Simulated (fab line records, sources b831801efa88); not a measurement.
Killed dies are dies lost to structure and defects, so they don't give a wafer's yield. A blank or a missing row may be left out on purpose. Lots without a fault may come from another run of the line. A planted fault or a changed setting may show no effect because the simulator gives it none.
Problem report in the 8D (eight disciplines) form, filled by code | flow sky130 | the parts of the form that need people (team, actions taken, sign-off) are left out

1. THE PROBLEM
LI_CONTACT_W_RS at SKY_LI_CONTACT_RS_MEAS_22 reads a mean of 0.489 ohm/sq on 2 wafers of 2 lots; wafers without a fault read 0.284 ohm/sq with a standard deviation of 0.0053. That is +39 standard deviations from the usual mean.
The step: measures by four-point-probe.
First seen on wafer L338.5, day 33 09:46, on film_metro-01. The record holds 41 wafers of 14 lots with a number at this step. Rule for "out", or "out of limits": more than 4 standard deviations from the usual mean. The other wafers with a number count as sound.

2. WHAT IT IS AND WHAT IT IS NOT
question                    | is                           | is not
which readings at this step | LI_CONTACT_W_RS              | -
which lots                  | L338, L339                   | L326, L327, L328, L330, L331, L332, L333, L334, L335, L345, L347, L348
which wafers of those lots  | L338.5, L339.3               | L338.2, L338.6, L339.2
read on which gauges        | film_metro-01, film_metro-04 | film_metro-03
when                        | from day 33 09:46            | up to then (29 sound wafers); but 10 sound wafers of L339, L345, L347, L348 came after

3. SUSPECTS, AND WHAT RULES EACH OUT
Counting: a tool at a process step up to the reading stays a suspect if it ran every lot that is out. Sound lots after the first of them don't rule it out here, since some wafers of a struck lot are sound.
- the gauge at SKY_LI_CONTACT_RS_MEAS_22: ruled out. The wafers that are out were read on 2 gauges (film_metro-01, film_metro-04).
- cvd_w-01 at SKY_LI_CONTACT_CVD_21 (deposits W, target thk 400 nm, time 120.56 s): kept. It ran every lot that is out, first L338 (day 33 09:37); its last sound lot up to then is L335 (day 32 15:48).
Left after counting: cvd_w-01 at SKY_LI_CONTACT_CVD_21.

4. THE CAUSE (what the simulator had put in)
Process parameter drift: cvd_w-01, from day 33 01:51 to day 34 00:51, at SKY_LI_CONTACT_CVD_21. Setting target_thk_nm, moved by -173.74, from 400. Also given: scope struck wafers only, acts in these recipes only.
Counting left only this tool.

5. THE CHAIN OF EFFECTS, in route order
Each row: a reading whose mean over the struck wafers that have a number lies more than 3 standard deviations from the usual. Only readings for which the record gives a usual standard deviation are gone through. hours: the time from each lot's start at the first step in this table that gives one to its start at this step, as a median over the lots. sigmas: the change in usual standard deviations.
hours | step                       | reading            | usual        | on struck wafers | change | sigmas
0     | SKY_LI_CONTACT_RS_MEAS_22  | LI_CONTACT_W_RS    | 0.284 ohm/sq | 0.489            | +0.205 | +39
0     | SKY_LI_CONTACT_THK_MEAS_23 | LI_CONTACT_W_THK   | 393 nm       | 229              | -164   | -21
0     | SKY_LI_CONTACT_CMP_24      | time_to_endpoint_s | 95 s         | 54               | -40    | -8.3
The process steps in it:
- SKY_LI_CONTACT_CMP_24: polishes, stops on PSG, t overpolish 20 s, target thk 0 nm.

6. WHAT WOULD HAVE CAUGHT IT SOONER
In this record the first reading out of limits at a measuring or inspecting step was taken at day 33 09:46, 8 hours after the fault began at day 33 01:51.
Of the tool readings at SKY_LI_CONTACT_CVD_21 for which the record gives a usual standard deviation, none was out on any struck wafer, so an alarm limit of 4 standard deviations on them would not have fired.
Of the lots that are out (2), L339 began SKY_LI_CONTACT_CVD_21 on cvd_w-01 after day 33 09:46. A hold on the tool at that time would have spared it.
